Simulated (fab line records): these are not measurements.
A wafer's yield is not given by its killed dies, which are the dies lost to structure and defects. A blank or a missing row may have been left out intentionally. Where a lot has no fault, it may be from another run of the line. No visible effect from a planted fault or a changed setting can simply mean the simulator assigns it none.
Commonality check across tools    flow gf180mcu    13 lots, 39 wafers sampled

== WHY IT WAS OPENED ==
3 of 13 lots carry a flag on the reading CONTACT_W_RS at GF_CONTACT_RS_MEAS_25. Fault-free wafers read 0.383 ohm/sq, with a standard deviation of 0.0059.
Rule: a lot is flagged in two cases, either no wafer of it has a number, or all its wafers with numbers fall more than 4 standard deviations from that mean. The other lots count as sound.

lot   measured      on             CONTACT_W_RS (ohm/sq), wafer by wafer  flag
L260  day 16 01:23  film metro-04  0.387 0.383 0.382                      
L262  day 16 20:27  film metro-04  0.376 0.379 0.378                      
L264  day 17 16:44  film metro-01  0.388 0.389 0.391                      
L267  day 18 22:47  film metro-03  0.393 0.387 0.393                      
L268  day 19 05:06  film metro-03  0.383 0.377 0.378                      
L269  day 19 06:44  film metro-04  44.309 42.757 43.279                   FLAGGED
L270  day 20 00:47  film metro-01  43.952 45.155 44.844                   FLAGGED
L271  day 20 04:55  film metro-01  43.120 43.233 42.857                   FLAGGED
L277  day 22 05:11  film metro-04  0.384 0.378 0.382                      
L278  day 22 12:51  film metro-04  0.382 0.378 0.374                      
L281  day 23 11:19  film metro-01  0.386 0.392 0.385                      
L282  day 24 03:35  film metro-01  0.380 0.383 0.378                      
L283  day 24 07:53  film metro-04  0.383 0.390 0.381                      
Flagged lots average 43.723 ohm/sq: +43.340 ohm/sq relative to the usual, that is +99 or more standard deviations.

== EACH LOT AND THE TOOL IT RAN ON ==
The record keeps 1 process step preceding the reading, out of 602 steps on the route. Every cell lists first the tool, next ch and the chambers used by the sampled wafers, and last the start.
lot   flag     GF_CONTACT_CVD_24
L260           cvd w-01 ch 1, day 16 01:17
L262           cvd w-02 ch 0,1, day 16 20:20
L264           cvd w-01 ch 0, day 17 16:32
L267           cvd w-01 ch 0, day 18 22:35
L268           cvd w-02 ch 0,1, day 19 05:00
L269  FLAGGED  cvd w-02 ch 0,1, day 19 06:38
L270  FLAGGED  cvd w-02 ch 0,1, day 20 00:41
L271  FLAGGED  cvd w-01 ch 0,1, day 20 04:48
L277           cvd w-01 ch 0,1, day 22 05:05
L278           cvd w-02 ch 0,1, day 22 12:43
L281           cvd w-01 ch 0,1, day 23 11:11
L282           cvd w-02 ch 0, day 24 03:29
L283           cvd w-01 ch 0,1, day 24 07:47
These steps, and what they do:
- GF_CONTACT_CVD_24: deposits W, target thk 300 nm, time 90.339 s.
- GF_CONTACT_RS_MEAS_25: measures by four-point-probe.

== FLAGGED AGAINST TOTAL, ONE TOOL AT A TIME (gauges that did the reading follow at the end) ==
step                   tool           lots run  flagged  share of the flagged lots  sound lots run after its first flagged lot
GF_CONTACT_CVD_24      cvd w-01       7         1        some                       3 (L277,L281,L283)
GF_CONTACT_CVD_24      cvd w-02       6         2        some                       2 (L278,L282)
GF_CONTACT_RS_MEAS_25  film metro-01  5         2        some                       2 (L281,L282)
GF_CONTACT_RS_MEAS_25  film metro-03  2         0        none                       -
GF_CONTACT_RS_MEAS_25  film metro-04  6         1        some                       3 (L277,L278,L283)

== WHAT THE TABLE ALLOWS ==
No row of the table ran every flagged lot.

== WHAT WAS PUT IN BY THE SIMULATOR ==
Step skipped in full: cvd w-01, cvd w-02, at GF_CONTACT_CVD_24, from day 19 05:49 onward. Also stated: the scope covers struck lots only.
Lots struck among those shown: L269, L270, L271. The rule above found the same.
